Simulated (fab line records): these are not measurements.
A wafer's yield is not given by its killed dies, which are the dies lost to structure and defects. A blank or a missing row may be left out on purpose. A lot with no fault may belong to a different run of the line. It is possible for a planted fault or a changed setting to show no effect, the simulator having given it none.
Tool commonality check ; flow gf180mcu ; 13 lots and 39 wafers in the sample

REASON IT WAS OPENED
At GF_STI_THK_MEAS_02 the reading STI_OXIDATION_THK is flagged on 2 of 13 lots. Fault-free wafers read 9.97 nm, with a standard deviation of 0.22.
Rule: a lot gets a flag if all its wafers with a number sit over 4 standard deviations from that mean, or if no wafer of it has a number. The rest of the lots are taken to be sound.

lot;measured;on;STI_OXIDATION_THK (nm), wafer by wafer;flag
L134;day 1 11:31;film_metro-03;9.98 10.00 9.88;
L135;day 1 16:31;film_metro-02;9.94 9.83 9.77;
L137;day 2 02:31;film_metro-02;9.43 9.55 9.55;
L138;day 2 07:31;film_metro-04;10.06 10.29 10.27;
L139;day 2 12:32;film_metro-02;9.86 9.88 9.81;
L141;day 2 22:31;film_metro-04;13.10 13.04 13.08;FLAGGED
L143;day 3 08:31;film_metro-02;13.10 13.06 13.00;FLAGGED
L146;day 3 23:49;film_metro-03;9.99 10.00 10.03;
L147;day 4 10:36;film_metro-04;9.81 9.83 9.74;
L148;day 4 10:37;film_metro-03;10.13 10.09 10.02;
L149;day 4 20:06;film_metro-03;9.99 10.15 10.25;
L153;day 5 10:31;film_metro-03;9.96 9.93 10.12;
L155;day 5 21:09;film_metro-03;10.41 10.63 10.56;
The numbers of the flagged lots are 13.06 nm on average: +3.09 nm against the usual, or +14 standard deviations.

LOT BY LOT: THE TOOL USED
The record holds 1 process step before the reading, out of a route of 602 steps. In each cell: the tool, then ch and the chambers that the sampled wafers went through, then the start.
lot;flag;GF_STI_OXIDATION_01
L134;;furnace-02 ch 0, day 1 10:07
L135;;furnace-01 ch 0, day 1 15:07
L137;;furnace-01 ch 0, day 2 01:07
L138;;furnace-02 ch 0, day 2 06:07
L139;;furnace-01 ch 0, day 2 11:07
L141;FLAGGED;furnace-01 ch 0, day 2 21:07
L143;FLAGGED;furnace-01 ch 0, day 3 07:07
L146;;furnace-02 ch 0, day 3 22:25
L147;;furnace-02 ch 0, day 4 09:12
L148;;furnace-02 ch 0, day 4 09:12
L149;;furnace-02 ch 0, day 4 18:42
L153;;furnace-02 ch 0, day 5 09:07
L155;;furnace-02 ch 0, day 5 19:45
What the steps here do:
- GF_STI_OXIDATION_01: stabilise 600 s, purge 300 s, target thk 10 nm.
- GF_STI_THK_MEAS_02

FLAGGED OVER TOTAL, TOOL BY TOOL (the gauges that took the reading come last)
step;tool;lots run;flagged;share of the flagged lots;sound lots run after its first flagged lot
GF_STI_OXIDATION_01;furnace-01;5;2;all;0
GF_STI_OXIDATION_01;furnace-02;8;0;none;-
GF_STI_THK_MEAS_02;film_metro-02;4;1;some;0
GF_STI_THK_MEAS_02;film_metro-03;6;0;none;-
GF_STI_THK_MEAS_02;film_metro-04;3;1;some;1 (L147)

WHAT THE TABLE ALLOWS
All flagged lots share 1 row of the table, namely furnace-01 at GF_STI_OXIDATION_01.
- furnace-01 at GF_STI_OXIDATION_01: 2 of its 5 lots flagged. Last sound lot L139 at day 2 11:07, first flagged lot L141 at day 2 21:07; a fault beginning in between fits.
One tool is left: furnace-01 at GF_STI_OXIDATION_01.

WHAT THE SIMULATOR HAD INSERTED
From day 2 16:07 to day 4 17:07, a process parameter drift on furnace-01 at GF_STI_OXIDATION_01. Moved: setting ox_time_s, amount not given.
Struck lots among those shown: L141, L143. The same result came from the rule above.
